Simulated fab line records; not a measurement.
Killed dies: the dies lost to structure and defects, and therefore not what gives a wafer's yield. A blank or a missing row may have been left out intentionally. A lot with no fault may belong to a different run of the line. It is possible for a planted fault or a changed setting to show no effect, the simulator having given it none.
fab line records	flow sky130
[record] lots = 6	wafers = 18	last-day = 50
route steps=708 shown FIELD_ISO@17 PAD_OPEN@708
lots with no fault: from the same line, run without faults
start-h: hours from the record's opening day to when the first of the lot's shown wafers began	wait-h: hours since the lot's step before	" same as the row above	L1.1+2: one row covering several wafers at once	- no value, or no start was given	* or withheld: withheld	< > ~ a bound
route shown NAME@n: NAME is a module with steps in the file, n the number in the route of the first one	usual: mean/standard deviation taken from wafers without a fault	same: alike in all rows	chamber/n: place in a boat	sites: the reading at each site	_std_site: their standard deviation	_edge_site: outer sites' mean less inner sites'	radius-mm: how far each site lies from the wafer's centre	mask NAME#n: copy n	behind: tool/chamber where the wafer was last shaped	hold: what put the lot on hold/how long, in hours/how the hold closed	device: the transistor (n, p or np) that didn't switch	end of line: the tests these same wafers got at the end of their route	where a step has no rows: the recipe by itself	killed: count of dies lost to structure and defects at first sort (not the wafer's yield)	map: a wafer's dies, marking killed ones x, the rest . and places with no die _
set.NAME: setting as actually run; set.NAME@STEP: the setting as run at that earlier step	model.NAME: the simulator's own value behind a step, which no gauge read
a table for each step, a row for each wafer; lots at some steps of the route
services: a tool's chamber out of use, with start hour (start-h, from the record's first day; less than 0 if before it), hours out, and reason
[[steps]]
[step SKY_FIELD_ISO_STRIP_16]
[recipe] chemistry = O2/N2	power-w = 1400	pressure-mtorr = 1500	platen-temp-c = withheld	o2-flow-sccm = 3000	n2-flow-sccm = 300	overash-fraction = 0.5
[usual] drypump-motor-current-A = 5.8/0.44	oes-product-au = 0.378/0.0045	strip-time-to-endpoint-s = 3.569/0.028
lot.wafer	tool	chamber	start-h	wait-h	drypump-motor-current-A	oes-product-au	rf-hours-counter-h	strip-time-to-endpoint-s
L333.3	plasma-asher-02	0	41.15	0.1	6.0	0.391	-	3.592
L333.4	"	1	"	"	5.8	0.378	-	3.579
L333.6	"	0	"	"	6.0	0.375	-	3.583
L343.1	plasma-asher-02	1	86.29	0.0	5.8	0.376	38	3.588
L343.5	"	1	"	"	5.8	0.379	-	3.583
L343.6	"	0	"	"	6.0	0.383	-	3.546
L344.2	plasma-asher-04	1	90.99	0.0	5.6	0.377	39	3.558
L344.5	"	0	"	"	5.4	0.375	-	3.539
L344.6	"	1	"	"	5.6	0.379	-	3.562
L349.1	plasma-asher-02	1	118.21	0.0	5.8	0.384	39	3.608
L349.3	"	0	"	"	6.0	0.384	-	3.586
L349.4	"	1	"	"	5.9	0.381	-	3.609
L350.3	plasma-asher-01	1	121.83	0.1	5.3	0.371	-	3.527
L350.5	"	1	"	"	5.3	0.372	-	3.534
L350.6	"	0	"	"	6.6	0.377	-	3.566
L354.1	plasma-asher-01	0	143.26	0.0	6.6	0.369	35	3.551
L354.2	"	1	"	"	5.3	0.374	35	3.592
L354.4	"	0	"	"	6.6	0.375	-	3.571
[step SKY_FIELD_ISO_ETCH_17]
[recipe] target-depth-a = 3420	mask-material = Si3N4	chemistry = HBr/Cl2/O2	target = Si	taper-deg = 5	icp-w = 600	bias-w = 150	pressure-mtorr = 15	HBr_flow_sccm = 150	Cl2_flow_sccm = 40	O2_flow_sccm = 6	time-s = 97.7
[usual] HBr_flow_sccm = 150.0/0.43	O2_flow_sccm = 6.001/0.019	drypump-motor-current-A = 5.9/0.54	oes-product-au = 1.003/0.0086	throttle-valve-pct = 25.654/0.011
lot.wafer	tool	chamber	start-h	wait-h	HBr_flow_sccm	O2_flow_sccm	drypump-motor-current-A	oes-product-au	rf-hours-counter-h	throttle-valve-pct
L333.3	rie-si-01	1	41.21	0.0	150.0	6.024	6.2	0.993	103	25.657
L333.4	"	3	"	"	150.2	5.980	6.7	0.984	104	25.649
L333.6	"	2	"	"	149.6	5.978	5.3	0.996	-	25.645
L343.1	rie-si-01	0	86.39	0.1	149.4	5.993	5.5	0.999	1	25.661
L343.5	"	3	"	"	149.7	5.965	6.6	0.993	-	25.657
L343.6	"	2	"	"	150.1	5.989	5.3	0.998	-	25.658
L344.2	rie-si-02	2	91.09	0.1	150.2	6.000	5.2	0.990	5	25.661
L344.5	"	3	"	"	149.8	5.977	6.6	1.015	-	25.658
L344.6	"	0	"	"	149.9	6.012	6.0	0.998	-	25.661
L349.1	rie-si-02	2	118.31	0.1	150.7	6.031	5.2	1.004	5	25.661
L349.3	"	3	"	"	149.6	6.020	6.6	1.010	4	25.646
L349.4	"	0	"	"	150.0	6.025	6.0	1.003	3	25.663
L350.3	rie-si-01	3	121.89	0.0	149.0	5.988	6.6	0.999	105	25.668
L350.5	"	1	"	"	150.3	5.981	6.2	0.998	-	25.661
L350.6	"	0	"	"	149.3	5.987	5.5	0.990	-	25.659
L354.1	rie-si-02	2	143.36	0.1	150.0	6.004	5.2	1.006	6	25.673
L354.2	"	3	"	"	149.8	5.998	6.6	1.007	4	25.648
L354.4	"	1	"	"	150.0	6.026	5.6	1.011	3	25.649
[step SKY_FIELD_ISO_WET_ETCH_18]
[recipe] chemistry = H3PO4	target-depth-nm = 25	temp-c = 160	target = Si3N4	time-s = 286
[step SKY_FIELD_ISO_CLEAN_19]
[recipe] chemistry = SC1/SC2	mix = 1:4:20	temp-c = 70	time-s = 150
[step SKY_FIELD_ISO_CLEAN_20]
[recipe] chemistry = dHF	time-s = 20	dilution = 100:1
[step SKY_FIELD_ISO_WET_ETCH_21]
[recipe] chemistry = dHF	dilution = 100:1	target-depth-nm = 20	dry = ipa-marangoni	target = SiO2	temp-c = 25	time-s = 400
[step SKY_FIELD_ISO_OXIDATION_22]
[recipe] temp-c = 957.2	ambient = O2	stabilise-s = 600	purge-s = 300	target-thk-a = 100	ox-time-s = 623
[step SKY_FIELD_ISO_THK_MEAS_23]
[recipe] reads = SiO2_of_FIELD_ISO_OXIDATION_22
[usual] FIELD_ISO_OXIDATION_01_THK = 11.10/0.21
lot.wafer	tool	chamber	start-h	wait-h	FIELD_ISO_OXIDATION_01_THK[nm]
L333.3	film-metro-02	-	42.83	0.0	10.96
L333.4	"	-	"	"	10.85
L333.6	"	-	"	"	10.91
L343.1	film-metro-04	-	91.37	0.0	11.01
L343.5	"	-	"	"	11.11
L343.6	"	-	"	"	11.02
L344.2	film-metro-02	-	92.62	0.0	11.18
L344.5	"	-	"	"	11.17
L344.6	"	-	"	"	11.16
L349.1	film-metro-01	-	120.09	0.0	10.99
L349.3	"	-	"	"	11.04
L349.4	"	-	"	"	11.15
L350.3	film-metro-02	-	124.45	0.0	10.95
L350.5	"	-	"	"	11.13
L350.6	"	-	"	"	11.15
L354.1	film-metro-02	-	144.88	0.0	11.14
L354.2	"	-	"	"	11.09
L354.4	"	-	"	"	10.99
[step SKY_FIELD_ISO_CVD_24]
[recipe] material = SiO2	target-thk-nm = 595	temp-c = 650	sigma-open-frac = 0.3	time-s = 99.2	sih4-flow-sccm = 60	pressure-mtorr = 6
[step SKY_FIELD_ISO_THK_MEAS_25]
[recipe] reads = SiO2_of_FIELD_ISO_CVD_24
[usual] FIELD_ISO_CVD_24_THK = 594/5.5
lot.wafer	tool	chamber	start-h	wait-h	FIELD_ISO_CVD_24_THK[nm]
L333.3	film-metro-02	-	42.96	0.1	600
L333.4	"	-	"	"	580
L333.6	"	-	"	"	592
L343.1	film-metro-02	-	91.50	0.0	582
L343.5	"	-	"	"	584
L343.6	"	-	"	"	593
L344.2	film-metro-04	-	92.75	0.0	590
L344.5	"	-	"	"	594
L344.6	"	-	"	"	580
L349.1	film-metro-02	-	120.22	0.0	591
L349.3	"	-	"	"	593
L349.4	"	-	"	"	594
L350.3	film-metro-04	-	124.58	0.1	593
L350.5	"	-	"	"	593
L350.6	"	-	"	"	591
L354.1	film-metro-01	-	145.01	0.0	585
L354.2	"	-	"	"	594
L354.4	"	-	"	"	597
[step SKY_FIELD_ISO_ANNEAL_26]
[recipe] temp-c = 1000	time-s = 1800	ambient = N2
[step SKY_FIELD_ISO_CMP_27]
[recipe] stop-on = Si3N4	t-overpolish-s = 16	down-force-psi = 4	platen-rpm = 60	target-thk-nm = 457.8	pad-velocity-m-s = 0.94248
[usual] motor-current-A = 12.4/1.3	overpolish-run-s = 16.000/0.0095	slurry-filter-dp-kPa = 13.52/0.14	time-to-endpoint-s = 110/4.2
lot.wafer	tool	chamber	start-h	wait-h	motor-current-A	overpolish-run-s	slurry-filter-dp-kPa	time-to-endpoint-s
L333.4	cmp-01	2	44.50	0.0	10.6	15.994	13.35	107
L333.3	"	1	"	"	12.5	16.000	13.31	115
L333.6	"	3	"	"	11.6	15.985	13.57	112
L343.1	cmp-02	3	93.84	0.1	14.8	15.996	13.54	102
L343.6	"	2	"	"	11.5	16.007	13.68	110
L343.5	"	3	"	"	14.4	15.992	13.41	101
L344.2	cmp-01	2	95.44	0.1	10.6	16.003	13.64	102
L344.5	"	3	"	"	11.8	15.996	13.37	108
L344.6	"	0	"	"	14.0	16.017	13.41	108
L349.3	cmp-01	0	122.77	0.0	12.9	16.004	13.38	112
L349.4	"	2	"	"	10.6	16.009	13.62	109
L349.1	"	3	"	"	12.4	16.006	13.32	107
L350.3	cmp-02	1	127.47	0.1	12.7	15.997	13.44	108
L350.5	"	2	"	"	11.3	16.003	13.30	114
L350.6	"	3	"	"	14.6	16.006	13.61	108
L354.1	cmp-02	0	147.88	0.0	11.7	16.020	13.64	101
L354.4	"	1	"	"	12.6	15.997	13.42	105
L354.2	"	2	"	"	11.4	16.002	13.60	105
[step SKY_FIELD_ISO_WET_ETCH_28]
[recipe] chemistry = dHF	target-depth-nm = 23.7	target = SiO2	dilution = 10:1	temp-c = 25	time-s = 47
[usual] bath-heat-duty-pct = 6.4/0.84	run-length-s = 74.1/2.8	temp-c = 25.01/0.1
lot.wafer	tool	chamber	start-h	wait-h	bath-heat-duty-pct	run-length-s	temp-c	model.SiO2_of_FIELD_ISO_CVD_24.thk-nm
L333.3	wet-bench-02	3	44.80	0.1	7.1	72.6	25.23	434.5
L333.4	"	3	"	"	6.7	72.6	25.06	434.2
L333.6	"	3	"	"	7.3	72.6	25.11	434.4
L343.1	wet-bench-04	1	94.09	0.2	-	-	-	456.8
L343.5	"	1	"	"	-	-	-	456.6
L343.6	"	1	"	"	-	-	-	457.9
L344.2	wet-bench-04	1	95.59	0.1	-	-	-	458.2
L344.5	"	1	"	"	-	-	-	456.9
L344.6	"	1	"	"	-	-	-	456.6
L349.1	wet-bench-01	2	123.07	0.1	4.9	72.4	24.93	432.6
L349.3	"	2	"	"	6.2	72.4	25.07	433.8
L349.4	"	2	"	"	5.0	72.4	24.95	431.7
L350.3	wet-bench-01	0	127.62	0.1	6.5	72.3	24.92	435.4
L350.5	"	0	"	"	7.2	72.3	25.12	434.1
L350.6	"	0	"	"	6.4	72.3	24.97	433.8
L354.1	wet-bench-04	0	148.18	0.2	6.1	71.6	24.81	432.9
L354.2	"	0	"	"	6.2	71.6	25.22	434.6
L354.4	"	0	"	"	6.7	71.6	25.21	433.4
[step SKY_FIELD_ISO_WET_ETCH_29]
[recipe] chemistry = H3PO4	target-depth-nm = 160	target = Si3N4	temp-c = 160	time-s = 1825
[step SKY_FIELD_ISO_WET_ETCH_30]
[recipe] chemistry = dHF	target-depth-nm = 25	target = SiO2	dilution = 10:1	temp-c = 25	time-s = 50
[usual] bath-heat-duty-pct = 6.4/0.82	run-length-s = 78/3.2	temp-c = 24.98/0.1
lot.wafer	tool	chamber	start-h	wait-h	bath-heat-duty-pct	run-length-s	temp-c	model.SiO2_of_FIELD_ISO_CVD_24.thk-nm
L333.3	wet-bench-02	0	45.33	0.0	4.9	74	25.02	405.8
L333.4	"	0	"	"	4.9	74	24.98	405.4
L333.6	"	0	"	"	5.0	74	24.92	405.7
L343.1	wet-bench-04	0	94.68	0.0	5.8	76	24.97	427.8
L343.5	"	0	"	"	6.0	76	24.94	427.5
L343.6	"	0	"	"	6.2	76	25.12	429
L344.2	wet-bench-01	1	96.27	0.1	5.4	83	24.85	429
L344.5	"	1	"	"	5.9	83	24.93	427.5
L344.6	"	1	"	"	6.3	83	24.98	427.4
L349.1	wet-bench-01	1	123.61	0.0	6.9	75	24.99	403.5
L349.3	"	1	"	"	5.9	75	25.01	404.9
L349.4	"	1	"	"	6.2	75	24.98	402.6
L350.3	wet-bench-01	3	128.16	0.0	6.0	76	24.88	406.1
L350.5	"	3	"	"	7.2	76	25.15	404.9
L350.6	"	3	"	"	7.6	76	25.17	404.8
L354.1	wet-bench-01	0	148.72	0.0	6.0	76	25.17	403.8
L354.2	"	0	"	"	7.1	76	24.88	405.3
L354.4	"	0	"	"	7.2	76	25.18	404.2
[step SKY_PAD_OPEN_PROBE_99]
[usual] killed_at_M0_to_M3 = 44/7.9	killed_at_M4_up = 3.1/1.9	killed-at-contacts = 24/4.6	killed-at-front-end = 16/4.9	killed-at-other = 0.3/0.6	killed-dies = 87/9.7	killed-on-rim = 17/3.7	killed-open = 48/7.2	killed-short = 39/5.6
[same] gross-dies = 492	killed-at-back-side = 0
lot.wafer	tool	chamber	start-h	wait-h	hold	killed_at_M0_to_M3	killed_at_M4_up	killed-at-contacts	killed-at-front-end	killed-at-other	killed-dies	killed-on-rim	killed-open	killed-short
L333.3	prober-02	-	1086.72	0.2	-	50	2	24	7	0	83	13	47	36
L333.4	prober-02	-	1086.77	0.2	-	28	3	29	13	0	73	15	39	34
L333.6	prober-02	-	1086.87	0.2	-	38	5	24	17	2	86	19	45	41
L343.1	prober-01	-	1180.89	0.1	await-dispo/1.6h/scrap	41	3	18	430	0	492	96	40	38
L343.5	prober-01	-	1181.09	0.2	await-dispo/1.6h/scrap	47	1	34	408	2	492	96	53	46
L343.6	prober-01	-	1181.14	0.2	await-dispo/1.6h/scrap	51	1	26	414	0	492	96	55	38
L344.2	prober-02	-	1184.34	0.1	await-dispo/2.3h/scrap	43	2	24	423	0	492	96	50	42
L344.5	prober-02	-	1184.49	0.2	await-dispo/2.3h/scrap	42	3	20	426	1	492	96	47	36
L344.6	prober-02	-	1184.54	0.2	await-dispo/2.3h/scrap	28	2	26	436	0	492	96	45	26
L350.3	prober-02	-	1189.33	0.2	-	49	3	27	12	1	92	15	55	36
L350.5	prober-02	-	1189.43	0.2	-	45	4	26	14	1	90	16	42	48
L350.6	prober-02	-	1189.48	0.2	-	34	2	28	23	0	87	18	41	45
L349.1	prober-02	-	1190.73	0.1	-	40	3	22	13	0	78	10	40	38
L349.3	prober-02	-	1190.83	0.2	-	38	7	23	18	0	86	16	46	39
L349.4	prober-02	-	1190.88	0.2	-	44	4	28	13	1	90	18	56	33
L354.1	prober-01	-	1191.40	0.1	-	42	2	29	15	0	88	16	59	29
L354.2	prober-01	-	1191.45	0.1	-	41	2	28	12	0	83	16	37	46
L354.4	prober-01	-	1191.55	0.2	-	40	1	25	16	0	82	13	43	39
// killed by level:class
L333.3 VIA2:geometric-particle:open=11 LI_CONTACT:geometric-particle:open=9 VIA3:geometric-particle:open=8 METAL1:geometric-particle:short=7 VIA1:geometric-particle:open=7 CONTACT:geometric-particle:open=5 METAL2:geometric-particle:short=4 POLY_GATE:geometric-particle:short=3
L333.4 CONTACT:geometric-particle:open=9 VIA3:geometric-particle:open=7 CONTACT:geometric-particle:short=5 LI_CONTACT:geometric-particle:open=5 METAL1:geometric-particle:short=5 VIA1:geometric-particle:open=5 LI_CONTACT:geometric-particle:short=4 VIA1:geometric-particle:short=4
L333.6 CONTACT:geometric-particle:open=9 VIA1:geometric-particle:open=7 VIA3:geometric-particle:open=7 CONTACT:geometric-particle:short=6 LOCAL_INTERCONNECT:geometric-particle:short=5 VIA2:geometric-particle:open=5 METAL4:geometric-particle:short=5 FIELD_ISO:geometric-particle:short=4
L343.1 FIELD_ISO:area-etch=413 CONTACT:geometric-particle:open=9 FIELD_ISO:geometric-particle:short=8 VIA2:geometric-particle:open=7 VIA1:geometric-particle:open=7 METAL1:geometric-particle:short=5 METAL2:geometric-particle:short=5 POLY_GATE:geometric-particle:open=4
L343.5 FIELD_ISO:area-etch=392 LI_CONTACT:geometric-particle:open=9 CONTACT:geometric-particle:open=8 VIA2:geometric-particle:open=8 CONTACT:geometric-particle:short=7 FIELD_ISO:geometric-particle:open=6 VIA3:geometric-particle:open=6 VIA1:geometric-particle:open=5
L343.6 FIELD_ISO:area-etch=399 VIA1:geometric-particle:open=13 CONTACT:geometric-particle:open=11 VIA3:geometric-particle:open=10 METAL1:geometric-particle:short=8 LI_CONTACT:geometric-particle:open=7 POLY_GATE:geometric-particle:short=6 METAL2:geometric-particle:short=6
L344.2 FIELD_ISO:area-etch=400 CONTACT:geometric-particle:open=9 VIA1:geometric-particle:open=7 METAL2:geometric-particle:short=7 FIELD_ISO:geometric-particle:short=6 FIELD_ISO:geometric-particle:open=6 METAL1:geometric-particle:short=6 VIA1:geometric-particle:short=6
L344.5 FIELD_ISO:area-etch=408 VIA1:geometric-particle:open=13 CONTACT:geometric-particle:open=7 LI_CONTACT:geometric-particle:open=6 VIA3:geometric-particle:open=5 CONTACT:geometric-particle:short=4 METAL3:geometric-particle:short=4 METAL2:geometric-particle:short=4
L344.6 FIELD_ISO:area-etch=421 CONTACT:geometric-particle:open=9 METAL1:geometric-particle:short=8 FIELD_ISO:geometric-particle:open=6 POLY_GATE:geometric-particle:open=6 LI_CONTACT:geometric-particle:open=6 VIA3:geometric-particle:open=6 VIA1:geometric-particle:open=6
L350.3 CONTACT:geometric-particle:open=14 VIA1:geometric-particle:open=8 VIA3:geometric-particle:open=7 POLY_GATE:geometric-particle:open=5 LI_CONTACT:geometric-particle:open=5 METAL1:geometric-particle:short=5 VIA1:geometric-particle:short=5 METAL1:geometric-particle:open=4
L350.5 CONTACT:geometric-particle:open=10 METAL2:geometric-particle:short=10 METAL1:geometric-particle:short=8 LI_CONTACT:geometric-particle:open=6 VIA3:geometric-particle:open=6 CONTACT:geometric-particle:short=5 VIA1:geometric-particle:open=5 FIELD_ISO:geometric-particle:open=4
L350.6 CONTACT:geometric-particle:open=10 POLY_GATE:geometric-particle:open=9 FIELD_ISO:geometric-particle:short=8 CONTACT:geometric-particle:short=8 METAL1:geometric-particle:short=6 VIA3:geometric-particle:short=6 LI_CONTACT:geometric-particle:open=5 VIA1:geometric-particle:open=5
L349.1 VIA1:geometric-particle:open=9 POLY_GATE:geometric-particle:short=7 CONTACT:geometric-particle:open=7 LI_CONTACT:geometric-particle:open=6 VIA1:geometric-particle:short=6 VIA2:geometric-particle:open=6 CONTACT:geometric-particle:short=4 METAL1:geometric-particle:short=4
L349.3 VIA1:geometric-particle:open=12 VIA3:geometric-particle:open=7 POLY_GATE:geometric-particle:open=6 LI_CONTACT:geometric-particle:open=6 CONTACT:geometric-particle:short=6 METAL4:geometric-particle:short=4 POLY_GATE:geometric-particle:short=4 LOCAL_INTERCONNECT:geometric-particle:short=4
L349.4 CONTACT:geometric-particle:open=12 LI_CONTACT:geometric-particle:open=10 VIA1:geometric-particle:open=10 METAL1:geometric-particle:short=6 VIA3:geometric-particle:open=5 POLY_GATE:geometric-particle:open=4 METAL2:geometric-particle:short=4 METAL1:geometric-particle:open=4
L354.1 VIA3:geometric-particle:open=11 CONTACT:geometric-particle:open=10 VIA1:geometric-particle:open=10 LI_CONTACT:geometric-particle:open=7 FIELD_ISO:geometric-particle:open=6 POLY_GATE:geometric-particle:open=5 CONTACT:geometric-particle:short=5 LI_CONTACT:geometric-particle:short=4
L354.2 VIA2:geometric-particle:short=8 LI_CONTACT:geometric-particle:open=7 CONTACT:geometric-particle:short=7 METAL1:geometric-particle:short=7 CONTACT:geometric-particle:open=6 VIA1:geometric-particle:open=6 VIA3:geometric-particle:open=6 LI_CONTACT:geometric-particle:short=5
L354.4 LI_CONTACT:geometric-particle:open=9 CONTACT:geometric-particle:open=8 VIA1:geometric-particle:open=7 VIA3:geometric-particle:short=6 VIA2:geometric-particle:open=6 METAL2:geometric-particle:short=5 FIELD_ISO:geometric-particle:open=4 FIELD_ISO:geometric-particle:short=4
// map L343.1 (x killed, . not)
__________xxxxxxxxxx_________
________xxxxxxxxxxxxxx_______
______xxxxxxxxxxxxxxxxxx_____
_____xxxxxxxxxxxxxxxxxxxx____
____xxxxxxxxxxxxxxxxxxxxxx___
___xxxxxxxxxxxxxxxxxxxxxxxx__
__xxxxxxxxxxxxxxxxxxxxxxxxxx_
_xxxxxxxxxxxxxxxxxxxxxxxxxxxx
_xxxxxxxxxxxxxxxxxxxxxxxxxxxx
_xxxxxxxxxxxxxxxxxxxxxxxxxxxx
_xxxxxxxxxxxxxxxxxxxxxxxxxxxx
_xxxxxxxxxxxxxxxxxxxxxxxxxxxx
_xxxxxxxxxxxxxxxxxxxxxxxxxxxx
_xxxxxxxxxxxxxxxxxxxxxxxxxxxx
_xxxxxxxxxxxxxxxxxxxxxxxxxxxx
__xxxxxxxxxxxxxxxxxxxxxxxxxx_
___xxxxxxxxxxxxxxxxxxxxxxxx__
____xxxxxxxxxxxxxxxxxxxxxx___
_____xxxxxxxxxxxxxxxxxxxx____
______xxxxxxxxxxxxxxxxxx_____
________xxxxxxxxxxxxxx_______
__________xxxxxxxxxx_________
// map L344.2 (x killed, . not)
__________xxxxxxxxxx_________
________xxxxxxxxxxxxxx_______
______xxxxxxxxxxxxxxxxxx_____
_____xxxxxxxxxxxxxxxxxxxx____
____xxxxxxxxxxxxxxxxxxxxxx___
___xxxxxxxxxxxxxxxxxxxxxxxx__
__xxxxxxxxxxxxxxxxxxxxxxxxxx_
_xxxxxxxxxxxxxxxxxxxxxxxxxxxx
_xxxxxxxxxxxxxxxxxxxxxxxxxxxx
_xxxxxxxxxxxxxxxxxxxxxxxxxxxx
_xxxxxxxxxxxxxxxxxxxxxxxxxxxx
_xxxxxxxxxxxxxxxxxxxxxxxxxxxx
_xxxxxxxxxxxxxxxxxxxxxxxxxxxx
_xxxxxxxxxxxxxxxxxxxxxxxxxxxx
_xxxxxxxxxxxxxxxxxxxxxxxxxxxx
__xxxxxxxxxxxxxxxxxxxxxxxxxx_
___xxxxxxxxxxxxxxxxxxxxxxxx__
____xxxxxxxxxxxxxxxxxxxxxx___
_____xxxxxxxxxxxxxxxxxxxx____
______xxxxxxxxxxxxxxxxxx_____
________xxxxxxxxxxxxxx_______
__________xxxxxxxxxx_________
[[services]]
tool	chamber	start-h	hours	kind
cmp-01	-	17.26	0.6	repair
rie-si-01	1	20.55	1.2	repair
plasma-asher-04	-	24.91	21.4	pm
cmp-02	-	35.08	5.0	repair
wet-bench-01	-	42.73	4.4	pm
cmp-02	-	43.88	5.0	pm
cmp-02	-	64.00	4.0	pm
cmp-02	-	68.00	-	consumable-replace:conditioner
cmp-02	-	68.00	-	consumable-replace:pad
plasma-asher-01	-	73.08	8.0	repair
wet-bench-02	-	88.25	9.2	repair
plasma-asher-02	-	90.10	26.6	pm
rie-si-01	3	98.47	3.0	repair
cmp-01	-	102.10	7.1	pm
rie-si-01	-	117.34	0.4	repair
rie-si-02	0	122.49	15.0	repair
wet-bench-02	-	125.53	78.1	pm
wet-bench-04	-	128.24	4.4	pm
rie-si-01	3	136.62	6.8	repair
[[key]]
[first-sign] step = SKY_FIELD_ISO_WET_ETCH_28	reading = tool-record	direction = missing
[effect] step = SKY_PAD_OPEN_PROBE_99	reading = killed-at-front-end	direction = up	sigmas = 83	usual = 16	struck = 423
[model-effect] step = SKY_FIELD_ISO_WET_ETCH_28	value = SiO2_of_FIELD_ISO_CVD_24.thk-nm	without = 433.4	struck = 457.2
[model-effect] step = SKY_FIELD_ISO_WET_ETCH_30	value = SiO2_of_FIELD_ISO_CVD_24.thk-nm	without = 404.3	struck = 428
[more-kills-born-at] SKY_FIELD_ISO_WET_ETCH_28@wet-bench-04 = 2433
met-at SKY_FIELD_ISO_WET_ETCH_28
struck-wafers L343.1,L343.5,L343.6,L344.2,L344.5,L344.6
later-rows-left-out L343.1,L343.5,L343.6,L344.2,L344.5,L344.6
tester-left-out L343,L344
[fault] kind = skipped-step-whole	tool = wet-bench-04	chamber = -	onset-h = 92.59	steps = SKY_FIELD_ISO_WET_ETCH_28	scope = struck-lots-only
// tester-left-out: of these lots the tester's yield and bins aren't shown, on N5 and GAA mostly nor the transistor test; their killed dies are dies lost to structure and defects alone, not to doping, threshold or leakage, so they don't give the yield
// later-rows-left-out: the simulator's readings of these wafers behind a module that went badly wrong aren't trusted and aren't shown, but for the sort
